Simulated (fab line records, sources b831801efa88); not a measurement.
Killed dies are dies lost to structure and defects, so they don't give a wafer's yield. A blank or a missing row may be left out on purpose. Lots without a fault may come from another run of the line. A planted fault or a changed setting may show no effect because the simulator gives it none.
Which tool did it? | flow sfq_line | 14 lots, 42 wafers sampled, at 1 step of a route of 325

WHAT THE GAUGES READ, wafer by wafer
The record holds no reading of a measuring or inspecting step that can be judged against a usual standard deviation.

WHICH TOOL RAN EACH LOT (tool, then ch and the chambers of the sampled wafers, then the start)
lot  | SFQ_TRILAYER_M4_ETCH_METAL_ETCH_096
L996 | rie_metal-01 ch 0,1, day 35 08:09
L997 | rie_metal-04 ch 0,1, day 35 16:33
L998 | rie_metal-02 ch 0,1, day 36 02:09
L100 | rie_metal-02 ch 0,1, day 37 08:06
L101 | rie_metal-04 ch 0,1, day 37 12:51
L102 | rie_metal-04 ch 0,1, day 37 20:03
L106 | rie_metal-04 ch 0,1, day 39 10:03
L111 | rie_metal-02 ch 0,1, day 40 17:08
L112 | rie_metal-02 ch 0, day 41 02:42
L115 | rie_metal-04 ch 0, day 42 04:00
L116 | rie_metal-02 ch 0, day 42 12:24
L117 | rie_metal-04 ch 0,1, day 42 14:42
L118 | rie_metal-01 ch 0,1, day 42 17:08
L119 | rie_metal-01 ch 1, day 43 00:26
- SFQ_TRILAYER_M4_ETCH_METAL_ETCH_096: etches Nb in Cl2/Ar, stops on SiO2, target depth 240 nm, time 120 s.

WHAT THE TOOLS THEMSELVES READ (means of the sampled wafers that have a number; where no wafer has one, the mark that the record gives instead)
SFQ_TRILAYER_M4_ETCH_METAL_ETCH_096.
lot  | tool         | bias_w (W) | chamber_pressure_mTorr (mTorr) | drypump_motor_current_A (A) | he_backside_leak_sccm (sccm) | oes_product_au (a.u.)
L996 | rie_metal-01 | 80.19      | 10.000                         | 6.25                        | 3.5                          | 0.896
L997 | rie_metal-04 | 79.49      | 9.997                          | 6.01                        | 3.8                          | 0.886
L998 | rie_metal-02 | 80.03      | 10.004                         | 5.69                        | 3.7                          | 0.889
L100 | rie_metal-02 | 79.92      | 9.999                          | 5.71                        | 3.7                          | 0.885
L101 | rie_metal-04 | -          | -                              | -                           | -                            | -
L102 | rie_metal-04 | -          | -                              | -                           | -                            | -
L106 | rie_metal-04 | 79.98      | 10.001                         | 5.98                        | 3.6                          | 0.894
L111 | rie_metal-02 | 80.20      | 9.993                          | 5.69                        | 3.7                          | 0.900
L112 | rie_metal-02 | 79.96      | 10.001                         | 5.58                        | 3.2                          | 0.895
L115 | rie_metal-04 | 79.88      | 10.003                         | 5.84                        | 3.5                          | 0.896
L116 | rie_metal-02 | 79.98      | 9.998                          | 5.53                        | 3.3                          | 0.897
L117 | rie_metal-04 | 79.86      | 10.001                         | 5.93                        | 3.4                          | 0.901
L118 | rie_metal-01 | 80.33      | 9.998                          | 6.26                        | 3.5                          | 0.899
L119 | rie_metal-01 | 80.06      | 10.001                         | 6.32                        | 3.5                          | 0.893

THE ANSWER, worked out from the rows above alone
Rule: what is usual is taken from the lots themselves. Put in order of their means at a reading, lots are off if they are a third of the lots or fewer, leave a main group of 4 or more, and stand apart from it by a gap of 3 or more times the standard deviation of the main group's means; of several such gaps the widest counts. A main group whose means are all the same, to the digits that the tables above print for the reading, isn't used. A lot without any number at a reading at which 4 lots or more have one is off too. The other lots that the step has rows for count as sound. The gauges are gone through in route order, then the tools' own readings, and for those a lot's mean is taken as printed above. The first step at which some lot is off is used, and at that step the reading that is off furthest; a lot without a number counts as furthest.
Off: L101, L102, at SFQ_TRILAYER_M4_ETCH_METAL_ETCH_096 (bias_w). Without a number there: L101, L102. The main group: mean 79.99 W, standard deviation 0.2.
A tool fits if, at that step or a process step before it, it ran every lot that is off, and no sound lot after the first of them. None of those tried fits.

WHAT THE SIMULATOR HAD PUT IN
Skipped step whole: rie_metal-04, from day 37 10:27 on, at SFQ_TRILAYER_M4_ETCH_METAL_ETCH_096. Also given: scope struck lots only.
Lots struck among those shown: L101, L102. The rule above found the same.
